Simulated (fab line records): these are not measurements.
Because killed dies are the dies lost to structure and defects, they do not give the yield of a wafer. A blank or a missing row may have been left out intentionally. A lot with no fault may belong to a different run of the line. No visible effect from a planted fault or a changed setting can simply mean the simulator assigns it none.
fab line records	flow sky130
[record] lots = 12	wafers = 36	last-day = 49
route steps=708 shown METAL4@630 PAD_OPEN@695
lots that met no fault: taken from a fault-free run of the same line
start-h: the number of hours between the record's first day and the start of the first shown wafer of the lot	wait-h: how many hours have passed since the lot's step before this one	" same as the row above	L1.1+2: a single row standing in for several wafers	- no value, or no start was given	* or withheld: withheld	< > ~ a bound
route shown NAME@n: a module of which the file shows steps, and the number in the route of the first	usual: mean/standard deviation taken from wafers without a fault	same: alike in all rows	chamber/n: place in a boat	sites: each site's reading	_std_site: their standard deviation	_edge_site: outer sites' mean less inner sites'	radius-mm: how far each site lies from the wafer's centre	mask NAME#n: copy n	behind: tool/chamber where the wafer was last shaped	hold: why the lot went on hold/how many hours it stayed there/how the hold came to an end	device: names the non-switching transistor (n, p or np)	end of line: the route-end tests of the same wafers	a step given without rows: its recipe and nothing more	killed: the dies lost at the first sort to structure and to defects; this is not the yield of the wafer	map: the dies of a wafer, with x for killed, . for not killed, _ for no die there
set.NAME: the setting that was run; set.NAME@STEP: the one run at that earlier step	model.NAME: the simulator's own value behind a step, which no gauge read
the route's steps for a sample of lots (tables are steps, rows are wafers)
services: from which hour (start-h, from the record's first day; less than 0 if before it) a tool's chamber was out of use, for how many hours, and why
[[steps]]
[step SKY_METAL4_OVL_MEAS_14]
[usual] METAL4_OVL = -3/5.9
lot.wafer	tool	chamber	start-h	wait-h	METAL4_OVL[nm]
L517.1	overlay-01	-	972.89	0.1	2
L517.4	"	-	"	"	8
L517.6	"	-	"	"	3
L518.3	overlay-01	-	985.47	0.1	-14
L518.5	"	-	"	"	-11
L518.6	"	-	"	"	-9
L519.1	overlay-02	-	992.44	0.1	2
L519.2	"	-	"	"	-2
L519.4	"	-	"	"	5
L520.1	overlay-02	-	997.66	0.1	-2
L520.4	"	-	"	"	-10
L520.5	"	-	"	"	-1
L521.1	overlay-02	-	1011.69	0.1	-2
L521.2	"	-	"	"	0
L521.6	"	-	"	"	-7
L522.1	overlay-02	-	1015.79	0.1	-4
L522.3	"	-	"	"	-11
L522.4	"	-	"	"	-13
L523.1	overlay-02	-	1017.59	0.1	0
L523.5	"	-	"	"	2
L523.6	"	-	"	"	-1
L524.1	overlay-02	-	1025.51	0.1	8
L524.3	"	-	"	"	9
L524.5	"	-	"	"	6
L525.1	overlay-01	-	1031.09	0.1	-2
L525.4	"	-	"	"	0
L525.5	"	-	"	"	-2
L528.1	overlay-01	-	1050.51	0.1	-7
L528.2	"	-	"	"	-13
L528.4	"	-	"	"	-13
L537.1	overlay-02	-	1103.79	0.1	8
L537.2	"	-	"	"	2
L537.5	"	-	"	"	10
L538.2	overlay-02	-	1109.31	0.1	-11
L538.3	"	-	"	"	-17
L538.4	"	-	"	"	-10
[step SKY_METAL4_ETCH_16]
[recipe] chemistry = N2/H2	target = BARC	ion-energy-ev = 200	bias-w = 100	pressure-mtorr = 30	n2-flow-sccm = 100	h2-flow-sccm = 200	icp-w = 500	stop-on = SiO2	time-s = 88.2	target-depth-a = 600
[usual] drypump-motor-current-A = 5.7/0.36	oes-product-au = 0.625/0.0047	throttle-valve-pct = 13.205/0.0099
lot.wafer	tool	chamber	start-h	wait-h	drypump-motor-current-A	oes-product-au	rf-hours-counter-h	throttle-valve-pct
L517.1	rie-metal-02	0	972.96	0.0	5.1	0.625	5	13.221
L517.4	"	0	"	"	5.2	0.630	-	13.178
L517.6	"	0	"	"	5.1	0.626	-	13.204
L518.3	rie-metal-02	1	985.56	0.0	5.6	0.630	-	13.216
L518.5	"	0	"	"	5.2	0.628	-	13.217
L518.6	"	1	"	"	5.6	0.625	-	13.215
L519.1	rie-metal-02	1	992.51	0.0	5.6	0.618	11	13.205
L519.2	"	0	"	"	5.2	0.638	6	13.207
L519.4	"	0	"	"	5.2	0.622	-	13.211
L520.1	rie-metal-02	0	997.76	0.1	5.2	0.626	6	13.194
L520.4	"	0	"	"	5.2	0.626	-	13.203
L520.5	"	0	"	"	5.2	0.619	-	13.219
L521.1	rie-metal-02	1	1011.76	0.0	5.6	0.615	12	13.203
L521.2	"	0	"	"	5.2	0.623	7	13.212
L521.6	"	0	"	"	5.2	0.627	-	13.207
L522.1	rie-metal-04	0	1015.86	0.0	5.7	0.623	13	13.216
L522.3	"	0	"	"	5.7	0.638	-	13.217
L522.4	"	1	"	"	5.4	0.628	-	13.204
L523.1	rie-metal-04	1	1017.66	0.0	5.4	0.626	11	13.198
L523.5	"	0	"	"	5.8	0.624	-	13.213
L523.6	"	1	"	"	5.4	0.629	-	13.211
L524.1	rie-metal-03	1	1025.57	0.0	6.3	0.628	8	13.207
L524.3	"	0	"	"	5.7	0.618	-	13.200
L524.5	"	1	"	"	6.3	0.624	-	13.197
L525.1	rie-metal-03	1	1031.16	0.0	6.3	0.622	8	13.214
L525.4	"	1	"	"	6.3	0.625	-	13.207
L525.5	"	1	"	"	6.3	0.628	-	13.217
L528.1	rie-metal-03	0	1050.57	0.0	5.7	0.632	1	13.217
L528.2	"	1	"	"	6.3	0.630	9	13.198
L528.4	"	1	"	"	6.3	0.621	-	13.196
L537.1	rie-metal-03	1	1103.86	0.0	6.3	0.624	13	13.211
L537.2	"	0	"	"	5.8	0.625	5	13.201
L537.5	"	1	"	"	6.3	0.628	-	13.211
L538.2	rie-metal-02	1	1109.37	0.0	5.6	0.626	18	13.210
L538.3	"	0	"	"	5.2	0.623	-	13.202
L538.4	"	1	"	"	5.6	0.632	-	13.198
[step SKY_PAD_OPEN_HMDS_01]
[recipe] prime-time-s = 60	prime-temp-c = 120
[usual] prime-temp-c = 120.03/0.12
[same] prime-time-s = 60
lot.wafer	tool	chamber	start-h	wait-h	prime-temp-c
L517.1	litho-track-01	0	1057.77	0.1	120.18
L517.4	"	0	"	"	120.04
L517.6	"	0	"	"	120.01
L518.3	litho-track-04	0	1068.47	0.1	119.99
L518.5	"	0	"	"	120.03
L518.6	"	0	"	"	120.07
L519.1	litho-track-02	0	1074.94	0.1	119.99
L519.2	"	0	"	"	120.08
L519.4	"	0	"	"	119.99
L520.1	litho-track-01	0	1079.77	0.1	119.99
L520.4	"	0	"	"	119.98
L520.5	"	0	"	"	119.79
L521.1	litho-track-04	0	1092.07	0.1	119.99
L521.2	"	0	"	"	119.96
L521.6	"	0	"	"	119.88
L522.1	litho-track-04	0	1095.72	0.1	119.93
L522.3	"	0	"	"	120.09
L522.4	"	0	"	"	120.18
L523.1	litho-track-02	0	1097.44	0.1	119.95
L523.5	"	0	"	"	120.03
L523.6	"	0	"	"	120.01
L524.1	litho-track-02	0	1103.04	0.1	120.33
L524.3	"	0	"	"	119.98
L524.5	"	0	"	"	120.06
L525.1	litho-track-01	0	1107.82	0.1	120.05
L525.4	"	0	"	"	119.92
L525.5	"	0	"	"	119.95
L528.1	litho-track-02	0	1125.69	0.1	120.22
L528.2	"	0	"	"	119.92
L528.4	"	0	"	"	120.07
L537.1	litho-track-01	0	1172.07	0.1	118.22
L537.2	"	0	"	"	118.27
L537.5	"	0	"	"	118.28
L538.2	litho-track-01	0	1176.64	0.1	118.38
L538.3	"	0	"	"	118.27
L538.4	"	0	"	"	118.45
[step SKY_PAD_OPEN_STRIP_08]
[recipe] chemistry = O2/N2	power-w = 1400	pressure-mtorr = 1500	platen-temp-c = withheld	overash-fraction = 0.7	o2-flow-sccm = 3000	n2-flow-sccm = 300
[usual] drypump-motor-current-A = 5.84/0.16	o2-flow-sccm = 3000/8.2	oes-product-au = 0.663/0.0047
lot.wafer	tool	chamber	start-h	wait-h	drypump-motor-current-A	o2-flow-sccm	oes-product-au	rf-hours-counter-h
L517.1	plasma-asher-02	0	1068.38	0.1	5.98	2994	0.658	0
L517.4	"	1	"	"	5.57	3001	0.661	-
L517.6	"	0	"	"	5.97	3001	0.672	-
L518.3	plasma-asher-03	1	1079.36	0.1	5.66	3000	0.672	-
L518.5	"	0	"	"	5.97	2998	0.658	-
L518.6	"	1	"	"	5.69	2996	0.673	-
L519.1	plasma-asher-02	1	1086.19	0.1	5.60	3002	0.667	2
L519.2	"	0	"	"	5.99	3000	0.667	2
L519.4	"	1	"	"	5.59	3002	0.663	-
L520.1	plasma-asher-01	0	1089.93	0.1	5.92	3008	0.676	99
L520.4	"	0	"	"	5.94	3008	0.665	-
L520.5	"	1	"	"	5.91	2998	0.669	-
L521.1	plasma-asher-03	0	1102.99	0.1	5.99	3011	0.662	65
L521.2	"	1	"	"	5.66	2995	0.656	65
L521.6	"	0	"	"	5.99	2998	0.669	-
L522.1	plasma-asher-03	1	1106.03	0.1	5.66	2999	0.665	66
L522.3	"	1	"	"	5.65	2995	0.666	-
L522.4	"	0	"	"	5.96	2996	0.657	-
L523.1	plasma-asher-02	0	1107.78	0.1	5.95	2998	0.666	4
L523.5	"	0	"	"	5.98	2983	0.670	-
L523.6	"	1	"	"	5.56	3000	0.663	-
L524.1	plasma-asher-01	0	1113.38	0.1	5.92	3004	0.659	101
L524.3	"	1	"	"	5.92	3000	0.666	-
L524.5	"	1	"	"	5.93	3007	0.665	-
L525.1	plasma-asher-01	1	1121.38	0.1	5.91	2996	0.667	102
L525.4	"	1	"	"	5.92	2993	0.660	-
L525.5	"	1	"	"	5.92	2996	0.661	-
L528.1	plasma-asher-01	0	1135.08	0.1	5.92	2998	0.666	103
L528.2	"	1	"	"	5.94	3003	0.671	103
L528.4	"	1	"	"	5.90	2999	0.659	-
L537.1	plasma-asher-01	1	1181.18	0.1	5.94	3009	0.664	106
L537.2	"	0	"	"	5.94	2990	0.668	106
L537.5	"	0	"	"	5.93	3005	0.656	-
L538.2	plasma-asher-02	0	1184.63	0.1	6.00	2999	0.659	12
L538.3	"	1	"	"	5.56	3005	0.657	-
L538.4	"	0	"	"	5.97	2984	0.657	-
[step SKY_PAD_OPEN_PROBE_99]
[usual] defect-limited-yield = 82.6/1.8	killed_at_M0_to_M3 = 43/6.4	killed_at_M4_up = 2.8/1.7	killed-at-contacts = 24/5.5	killed-at-front-end = 15/4	killed-at-other = 0.3/0.54	killed-dies = 86/9.1	killed-open = 47/6.6	killed-short = 39/6.2	sort_bin_3_pad_short = 0.9/0.45	sort_bin_5_function = 10.4/1.4	sort_bin_6_memory = 6.2/1.1	sort-n-pass = 406/9.1	sort-yield-pct = 82.6/1.8
[same] gross-dies = 492	killed-at-back-side = 0	sort_bin_4_leakage[%] = 0	sort_bin_8_speed[%] = 0
lot.wafer	tool	chamber	start-h	wait-h	defect-limited-yield[%]	killed_at_M0_to_M3	killed_at_M4_up	killed-at-contacts	killed-at-front-end	killed-at-other	killed-dies	killed-open	killed-short	sort_bin_3_pad_short[%]	sort_bin_5_function[%]	sort_bin_6_memory[%]	sort-n-pass	sort-yield-pct[%]
L517.1	prober-01	-	1070.63	0.1	83.5	40	1	25	15	0	81	39	42	1.0	9.3	6.1	411	83.5
L517.4	prober-01	-	1070.78	0.2	83.5	31	1	26	22	1	81	47	34	0.4	11.8	4.3	411	83.5
L517.6	prober-01	-	1070.88	0.2	81.3	39	1	39	13	0	92	48	44	0.4	12.4	5.9	400	81.3
L518.3	prober-02	-	1081.65	0.2	82.9	34	2	29	19	0	84	45	39	1.0	10.2	5.9	408	82.9
L518.5	prober-02	-	1081.75	0.2	82.3	32	4	31	20	0	87	48	39	1.4	10.0	6.3	405	82.3
L518.6	prober-02	-	1081.80	0.2	81.7	43	0	20	26	1	90	48	42	0.4	11.6	6.3	402	81.7
L519.1	prober-01	-	1088.44	0.1	81.3	51	6	24	11	0	92	45	47	1.6	9.8	7.3	400	81.3
L519.2	prober-01	-	1088.49	0.1	78.9	50	4	32	18	0	104	56	48	1.2	11.6	8.3	388	78.9
L519.4	prober-01	-	1088.59	0.2	79.3	58	4	18	21	1	102	54	48	0.8	12.8	7.1	390	79.3
L520.1	prober-01	-	1092.15	0.1	81.3	43	1	29	19	0	92	44	48	0.8	11.4	6.5	400	81.3
L520.4	prober-01	-	1092.30	0.2	83.3	39	5	21	17	0	82	41	41	0.8	10.8	5.1	410	83.3
L520.5	prober-01	-	1092.35	0.2	82.5	37	4	31	14	0	86	50	36	0.4	10.2	6.9	406	82.5
L521.1	prober-02	-	1105.29	0.1	81.5	49	3	24	15	0	91	51	40	1.0	11.0	6.5	401	81.5
L521.2	prober-02	-	1105.34	0.1	85.4	36	5	17	13	1	72	40	32	1.4	8.3	4.9	420	85.4
L521.6	prober-02	-	1105.54	0.2	84.8	34	6	24	10	1	75	32	43	1.0	7.7	6.5	417	84.8
L522.1	prober-01	-	1108.32	0.1	82.3	39	7	30	10	1	87	47	40	1.2	9.6	6.9	405	82.3
L522.3	prober-01	-	1108.42	0.2	83.7	45	5	21	9	0	80	47	33	0.8	8.3	7.1	412	83.7
L522.4	prober-01	-	1108.47	0.2	83.5	46	3	18	13	1	81	44	37	0.2	10.8	5.5	411	83.5
L523.1	prober-02	-	1110.03	0.1	85.4	45	3	19	4	1	72	33	39	0.2	10.0	4.5	420	85.4
L523.5	prober-02	-	1110.23	0.2	85.6	34	1	20	15	1	71	39	32	0.6	8.1	5.7	421	85.6
L523.6	prober-02	-	1110.28	0.2	78.7	40	3	41	21	0	105	60	45	1.4	14.2	5.7	387	78.7
L524.1	prober-01	-	1115.59	0.1	82.1	42	3	25	18	0	88	47	41	1.0	11.0	5.9	404	82.1
L524.3	prober-01	-	1115.69	0.2	84.1	44	1	19	13	1	78	39	39	0.2	9.6	6.1	414	84.1
L524.5	prober-01	-	1115.79	0.2	81.9	48	1	22	17	1	89	50	39	1.4	10.4	6.3	403	81.9
L525.1	prober-02	-	1123.64	0.1	83.7	32	4	26	18	0	80	39	41	1.0	9.8	5.5	412	83.7
L525.4	prober-02	-	1123.79	0.2	83.5	49	4	13	15	0	81	45	36	0.6	9.1	6.7	411	83.5
L525.5	prober-02	-	1123.84	0.2	83.1	51	2	17	13	0	83	46	37	0.2	11.2	5.5	409	83.1
L528.1	prober-01	-	1137.32	0.1	82.7	42	3	20	20	0	85	42	43	0.4	11.6	5.3	407	82.7
L528.2	prober-01	-	1137.37	0.1	82.3	43	5	25	14	0	87	56	31	0.6	9.8	7.3	405	82.3
L528.4	prober-01	-	1137.47	0.2	85.4	39	3	17	13	0	72	38	34	0.6	10.4	3.7	420	85.4
L537.1	prober-02	-	1183.39	0.1	81.9	44	2	24	19	0	89	50	39	0.6	11.0	6.5	403	81.9
L537.2	prober-02	-	1183.44	0.1	81.5	44	4	27	15	1	91	42	49	1.6	10.4	6.5	401	81.5
L537.5	prober-02	-	1183.59	0.2	84.1	41	2	19	16	0	78	43	35	0.4	9.1	6.3	414	84.1
L538.2	prober-01	-	1186.90	0.1	82.7	45	3	19	18	0	85	52	33	0.8	11.0	5.5	407	82.7
L538.3	prober-01	-	1186.95	0.2	88.0	31	2	16	10	0	59	37	22	1.0	6.9	4.1	433	88.0
L538.4	prober-01	-	1187.00	0.2	80.9	57	5	17	15	0	94	52	42	0.6	10.4	8.1	398	80.9
// killed by level:class
L517.1 CONTACT:geometric-particle:open=10 VIA2:geometric-particle:open=8 CONTACT:geometric-particle:short=7 FIELD_ISO:geometric-particle:short=5 VIA2:geometric-particle:short=5 METAL2:geometric-particle:short=4 LOCAL_INTERCONNECT:geometric-particle:short=4 METAL1:geometric-particle:short=4
L517.4 VIA1:geometric-particle:open=13 CONTACT:geometric-particle:open=12 CONTACT:geometric-particle:short=7 POLY_GATE:geometric-particle:open=6 POLY_GATE:geometric-particle:short=5 FIELD_ISO:geometric-particle:open=4 METAL3:geometric-particle:short=4 FIELD_ISO:geometric-particle:short=3
L517.6 CONTACT:geometric-particle:open=14 LI_CONTACT:geometric-particle:open=11 CONTACT:geometric-particle:short=10 VIA1:geometric-particle:open=10 FIELD_ISO:geometric-particle:short=7 METAL2:geometric-particle:short=7 VIA1:geometric-particle:short=6 VIA3:geometric-particle:open=4
L518.3 CONTACT:geometric-particle:open=11 CONTACT:geometric-particle:short=7 VIA2:geometric-particle:open=6 FIELD_ISO:geometric-particle:short=5 METAL1:geometric-particle:short=5 VIA3:geometric-particle:open=5 FIELD_ISO:geometric-particle:open=4 LOCAL_INTERCONNECT:geometric-particle:short=4
L518.5 LI_CONTACT:geometric-particle:open=10 CONTACT:geometric-particle:open=9 FIELD_ISO:geometric-particle:open=5 POLY_GATE:geometric-particle:open=5 POLY_GATE:geometric-particle:short=5 LI_CONTACT:geometric-particle:short=4 VIA1:geometric-particle:short=4 CONTACT:geometric-particle:short=4
L518.6 VIA1:geometric-particle:open=16 CONTACT:geometric-particle:open=11 FIELD_ISO:geometric-particle:short=8 METAL2:geometric-particle:short=6 POLY_GATE:geometric-particle:short=5 FIELD_ISO:geometric-particle:open=4 METAL1:geometric-particle:short=4 VIA1:geometric-particle:short=4
L519.1 VIA1:geometric-particle:open=9 CONTACT:geometric-particle:open=8 VIA2:geometric-particle:open=7 VIA3:geometric-particle:open=7 CONTACT:geometric-particle:short=7 METAL3:geometric-particle:short=7 LI_CONTACT:geometric-particle:open=6 VIA3:geometric-particle:short=5
L519.2 CONTACT:geometric-particle:open=11 VIA1:geometric-particle:open=11 LI_CONTACT:geometric-particle:open=8 METAL2:geometric-particle:short=7 VIA2:geometric-particle:open=7 CONTACT:geometric-particle:short=6 VIA3:geometric-particle:open=6 FIELD_ISO:geometric-particle:open=5
L519.4 VIA1:geometric-particle:open=14 METAL2:geometric-particle:short=10 VIA2:geometric-particle:open=7 VIA3:geometric-particle:short=7 FIELD_ISO:geometric-particle:short=6 CONTACT:geometric-particle:open=6 VIA3:geometric-particle:open=5 LI_CONTACT:geometric-particle:open=5
L520.1 CONTACT:geometric-particle:open=11 VIA1:geometric-particle:open=11 LI_CONTACT:geometric-particle:open=9 FIELD_ISO:geometric-particle:short=8 VIA1:geometric-particle:short=7 METAL1:geometric-particle:short=6 METAL2:geometric-particle:short=5 LOCAL_INTERCONNECT:geometric-particle:short=4
L520.4 VIA1:geometric-particle:open=9 VIA3:geometric-particle:open=8 LI_CONTACT:geometric-particle:open=6 CONTACT:geometric-particle:short=5 METAL2:geometric-particle:short=5 FIELD_ISO:geometric-particle:open=4 POLY_GATE:geometric-particle:short=4 POLY_GATE:geometric-particle:open=4
L520.5 LI_CONTACT:geometric-particle:open=10 CONTACT:geometric-particle:open=10 VIA1:geometric-particle:open=10 VIA2:geometric-particle:open=5 METAL1:geometric-particle:short=5 VIA3:geometric-particle:open=5 FIELD_ISO:geometric-particle:short=4 POLY_GATE:geometric-particle:short=4
L521.1 VIA1:geometric-particle:open=10 VIA1:geometric-particle:short=9 VIA3:geometric-particle:open=9 LI_CONTACT:geometric-particle:open=8 CONTACT:geometric-particle:open=8 POLY_GATE:geometric-particle:short=5 VIA2:geometric-particle:open=5 LOCAL_INTERCONNECT:geometric-particle:short=4
L521.2 VIA1:geometric-particle:open=11 VIA3:geometric-particle:open=8 CONTACT:geometric-particle:open=7 METAL1:geometric-particle:short=7 CONTACT:geometric-particle:short=5 FIELD_ISO:geometric-particle:open=4 METAL4:geometric-particle:short=4 POLY_GATE:geometric-particle:short=3
L521.6 CONTACT:geometric-particle:open=7 METAL3:geometric-particle:short=6 LI_CONTACT:geometric-particle:open=5 METAL1:geometric-particle:short=5 VIA1:geometric-particle:short=5 VIA1:geometric-particle:open=5 METAL4:geometric-particle:short=5 VIA2:geometric-particle:open=4
L522.1 LI_CONTACT:geometric-particle:open=11 CONTACT:geometric-particle:open=10 METAL1:geometric-particle:short=7 LI_CONTACT:geometric-particle:short=6 VIA1:geometric-particle:short=6 VIA1:geometric-particle:open=6 VIA3:geometric-particle:open=6 FIELD_ISO:geometric-particle:short=4
L522.3 VIA2:geometric-particle:open=10 VIA1:geometric-particle:open=8 VIA1:geometric-particle:short=7 VIA3:geometric-particle:open=6 LI_CONTACT:geometric-particle:open=5 LOCAL_INTERCONNECT:geometric-particle:open=4 LOCAL_INTERCONNECT:geometric-particle:short=4 CONTACT:geometric-particle:open=4
L522.4 VIA1:geometric-particle:open=16 CONTACT:geometric-particle:open=7 VIA1:geometric-particle:short=7 FIELD_ISO:geometric-particle:open=5 METAL1:geometric-particle:short=5 METAL2:geometric-particle:short=5 LI_CONTACT:geometric-particle:open=4 CONTACT:geometric-particle:short=4
L523.1 METAL1:geometric-particle:short=9 VIA1:geometric-particle:open=7 VIA3:geometric-particle:open=7 LI_CONTACT:geometric-particle:short=6 CONTACT:geometric-particle:open=6 METAL2:geometric-particle:short=5 METAL3:geometric-particle:short=5 LI_CONTACT:geometric-particle:open=4
L523.5 METAL1:geometric-particle:short=10 CONTACT:geometric-particle:open=8 VIA1:geometric-particle:open=8 LOCAL_INTERCONNECT:geometric-particle:short=7 VIA2:geometric-particle:open=7 FIELD_ISO:geometric-particle:open=4 FIELD_ISO:geometric-particle:short=4 POLY_GATE:geometric-particle:open=3
L523.6 CONTACT:geometric-particle:open=14 LI_CONTACT:geometric-particle:open=11 FIELD_ISO:geometric-particle:open=8 VIA1:geometric-particle:open=8 CONTACT:geometric-particle:short=7 METAL1:geometric-particle:short=7 VIA2:geometric-particle:open=7 METAL2:geometric-particle:short=5
L524.1 VIA1:geometric-particle:open=10 LI_CONTACT:geometric-particle:open=8 METAL1:geometric-particle:short=8 VIA1:geometric-particle:short=7 FIELD_ISO:geometric-particle:open=6 VIA3:geometric-particle:open=6 FIELD_ISO:geometric-particle:short=5 CONTACT:geometric-particle:short=5
L524.3 LI_CONTACT:geometric-particle:open=10 METAL1:geometric-particle:short=10 VIA1:geometric-particle:open=10 VIA3:geometric-particle:open=6 VIA1:geometric-particle:short=5 CONTACT:geometric-particle:short=4 METAL2:geometric-particle:short=4 POLY_GATE:geometric-particle:short=3
L524.5 VIA1:geometric-particle:open=14 VIA3:geometric-particle:open=9 LI_CONTACT:geometric-particle:open=8 VIA1:geometric-particle:short=6 POLY_GATE:geometric-particle:short=5 FIELD_ISO:geometric-particle:short=3 CONTACT:geometric-particle:short=3 LI_CONTACT:geometric-particle:short=3
L525.1 CONTACT:geometric-particle:open=11 LI_CONTACT:geometric-particle:open=7 VIA1:geometric-particle:open=7 VIA1:geometric-particle:short=6 POLY_GATE:geometric-particle:short=5 FIELD_ISO:geometric-particle:short=4 LOCAL_INTERCONNECT:geometric-particle:short=4 METAL2:geometric-particle:short=4
L525.4 VIA1:geometric-particle:open=14 VIA2:geometric-particle:open=7 VIA3:geometric-particle:open=6 LI_CONTACT:geometric-particle:open=6 METAL2:geometric-particle:short=6 FIELD_ISO:geometric-particle:short=5 FIELD_ISO:geometric-particle:open=5 VIA1:geometric-particle:short=5
L525.5 VIA1:geometric-particle:open=16 CONTACT:geometric-particle:open=9 METAL2:geometric-particle:short=6 VIA2:geometric-particle:open=5 FIELD_ISO:geometric-particle:open=4 POLY_GATE:geometric-particle:short=4 METAL1:geometric-particle:short=4 VIA1:geometric-particle:short=4
L528.1 CONTACT:geometric-particle:short=9 VIA1:geometric-particle:open=8 VIA2:geometric-particle:open=7 VIA2:geometric-particle:short=6 FIELD_ISO:geometric-particle:short=5 POLY_GATE:geometric-particle:open=5 CONTACT:geometric-particle:open=5 VIA3:geometric-particle:short=5
L528.2 VIA1:geometric-particle:open=16 CONTACT:geometric-particle:open=11 VIA1:geometric-particle:short=7 VIA2:geometric-particle:open=6 LI_CONTACT:geometric-particle:open=5 METAL3:geometric-particle:short=5 FIELD_ISO:geometric-particle:open=3 LOCAL_INTERCONNECT:geometric-particle:open=3
L528.4 METAL1:geometric-particle:short=9 VIA3:geometric-particle:open=8 LI_CONTACT:geometric-particle:open=6 VIA1:geometric-particle:open=5 VIA1:geometric-particle:short=4 CONTACT:geometric-particle:open=4 VIA2:geometric-particle:open=4 FIELD_ISO:geometric-particle:open=3
L537.1 CONTACT:geometric-particle:open=11 VIA1:geometric-particle:open=8 FIELD_ISO:geometric-particle:short=7 LI_CONTACT:geometric-particle:open=7 FIELD_ISO:geometric-particle:open=6 VIA2:geometric-particle:open=6 VIA1:geometric-particle:short=6 VIA2:geometric-particle:short=6
L537.2 VIA1:geometric-particle:short=8 VIA1:geometric-particle:open=8 VIA2:geometric-particle:open=7 LI_CONTACT:geometric-particle:open=7 CONTACT:geometric-particle:open=7 FIELD_ISO:geometric-particle:short=5 LOCAL_INTERCONNECT:geometric-particle:short=5 VIA2:geometric-particle:short=4
L537.5 VIA2:geometric-particle:open=8 LI_CONTACT:geometric-particle:open=7 METAL1:geometric-particle:short=7 CONTACT:geometric-particle:open=6 VIA1:geometric-particle:open=6 POLY_GATE:geometric-particle:open=4 METAL2:geometric-particle:short=4 VIA3:geometric-particle:open=4
L538.2 VIA1:geometric-particle:open=11 CONTACT:geometric-particle:open=10 METAL2:geometric-particle:short=9 FIELD_ISO:geometric-particle:open=8 POLY_GATE:geometric-particle:open=6 LI_CONTACT:geometric-particle:open=5 METAL1:geometric-particle:short=5 VIA1:geometric-particle:short=5
L538.3 VIA1:geometric-particle:open=9 LI_CONTACT:geometric-particle:open=6 CONTACT:geometric-particle:open=6 VIA1:geometric-particle:short=5 VIA2:geometric-particle:open=5 FIELD_ISO:geometric-particle:open=4 VIA2:geometric-particle:short=4 METAL2:geometric-particle:short=4
L538.4 VIA1:geometric-particle:open=12 VIA3:geometric-particle:open=10 VIA2:geometric-particle:open=7 VIA2:geometric-particle:short=7 METAL3:geometric-particle:short=6 POLY_GATE:geometric-particle:open=6 CONTACT:geometric-particle:short=6 CONTACT:geometric-particle:open=6
[[services]]
tool	chamber	start-h	hours	kind
rie-metal-02	1	996.22	2.9	repair
rie-metal-03	-	1004.13	2.8	pm
rie-metal-03	0	1009.95	-	clean
rie-metal-03	0	1009.95	13.0	scheduled-down
rie-metal-03	0	1009.95	13.0	vent-cycle
plasma-asher-02	-	1055.25	9.0	pm
plasma-asher-02	0	1055.25	9.0	vent-cycle
plasma-asher-02	1	1055.25	9.0	vent-cycle
plasma-asher-03	-	1058.40	7.3	repair
plasma-asher-02	0	1064.25	-	clean
plasma-asher-02	1	1064.25	-	clean
plasma-asher-01	-	1073.37	6.3	repair
plasma-asher-02	-	1096.15	5.8	repair
plasma-asher-01	-	1104.59	0.6	repair
rie-metal-02	1	1117.54	6.2	repair
plasma-asher-02	-	1132.86	1.5	repair
plasma-asher-01	-	1158.23	22.3	repair
plasma-asher-01	-	1169.71	3.2	repair
[[key]]
[first-sign] step = SKY_PAD_OPEN_HMDS_01	reading = prime-temp-c	direction = down	sigmas = 15	usual = *	struck = *
effect none on later readings
met-at SKY_PAD_OPEN_HMDS_01
struck-lots L537,L538
not-acting-at SKY_METAL4_OVL_MEAS_14,SKY_METAL4_ETCH_16,SKY_PAD_OPEN_STRIP_08
onset-between 1107.82 1172.07
[fault] kind = process-parameter-drift	tool = litho-track-01	chamber = -	onset-h = 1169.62	steps = SKY_PAD_OPEN_HMDS_01	channel = prime-temp-c	offset = *	shape = step	end-h = 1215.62	acts-in = *	stated = *
